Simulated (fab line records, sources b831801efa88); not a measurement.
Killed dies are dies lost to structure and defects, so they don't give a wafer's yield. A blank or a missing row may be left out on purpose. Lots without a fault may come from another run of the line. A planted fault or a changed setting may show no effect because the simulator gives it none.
Problem report in the 8D (eight disciplines) form, filled by code | flow sky130 | the parts of the form that need people (team, actions taken, sign-off) are left out

1. THE PROBLEM
dose_ions_cm2 at SKY_LDD_N_IMPLANT_13 reads a mean of 3e+12 on 6 wafers of 2 lots; wafers without a fault read 5e+12 with a standard deviation of 5.2e+09. That is -99 or more standard deviations from the usual mean.
First seen on wafer L801.2, day 23 10:47, on implanter-04. The record holds 42 wafers of 14 lots with a number at this step. Rule for "out", or "out of limits": more than 4 standard deviations from the usual mean. The other wafers with a number count as sound.

2. WHAT IT IS AND WHAT IT IS NOT
question                    | is                                | is not
which readings at this step | dose_ions_cm2, faraday_current_uA | -
which lots                  | L801, L806                        | L788, L789, L792, L793, L794, L796, L797, L798, L800, L802, L803, L805
which wafers of those lots  | all that have a number            | -
read on which tools         | implanter-04                      | implanter-01, implanter-03
when                        | from day 23 10:47                 | up to then (27 sound wafers); but 9 sound wafers of L802, L803, L805 came after

3. SUSPECTS, AND WHAT RULES EACH OUT
Counting: a tool at a process step up to the reading stays a suspect if it ran every lot that is out and no sound lot after the first of them.
- implanter-04 at SKY_LDD_N_IMPLANT_13: kept. It ran every lot that is out, first L801 (day 23 10:47), and no sound lot after that; its last sound lot up to then is L800 (day 22 17:39). Its own readings are out on those wafers: dose_ions_cm2, faraday_current_uA.
Left after counting: implanter-04 at SKY_LDD_N_IMPLANT_13.

4. THE CAUSE (what the simulator had put in)
Process parameter drift: implanter-04, from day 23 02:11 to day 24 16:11, at SKY_LDD_N_IMPLANT_13. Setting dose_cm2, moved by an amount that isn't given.
Counting left only this tool.

5. THE CHAIN OF EFFECTS, in route order
Each row: a reading whose mean over the struck wafers that have a number lies more than 3 standard deviations from the usual. Only readings for which the record gives a usual standard deviation are gone through. hours: the time from each lot's start at the first step in this table that gives one to its start at this step, as a median over the lots. sigmas: the change in usual standard deviations.
hours | step                 | reading            | usual | on struck wafers | change | sigmas
0     | SKY_LDD_N_IMPLANT_13 | dose_ions_cm2      | 5e+12 | 3e+12            | -2e+12 | -99 or more
0     | SKY_LDD_N_IMPLANT_13 | faraday_current_uA | 28.2  | 18.0             | -10.2  | -18
The process steps in it:
- SKY_LDD_N_IMPLANT_13

6. WHAT WOULD HAVE CAUGHT IT SOONER
In this record the first reading out of limits was taken at day 23 10:47, 9 hours after the fault began at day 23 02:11.
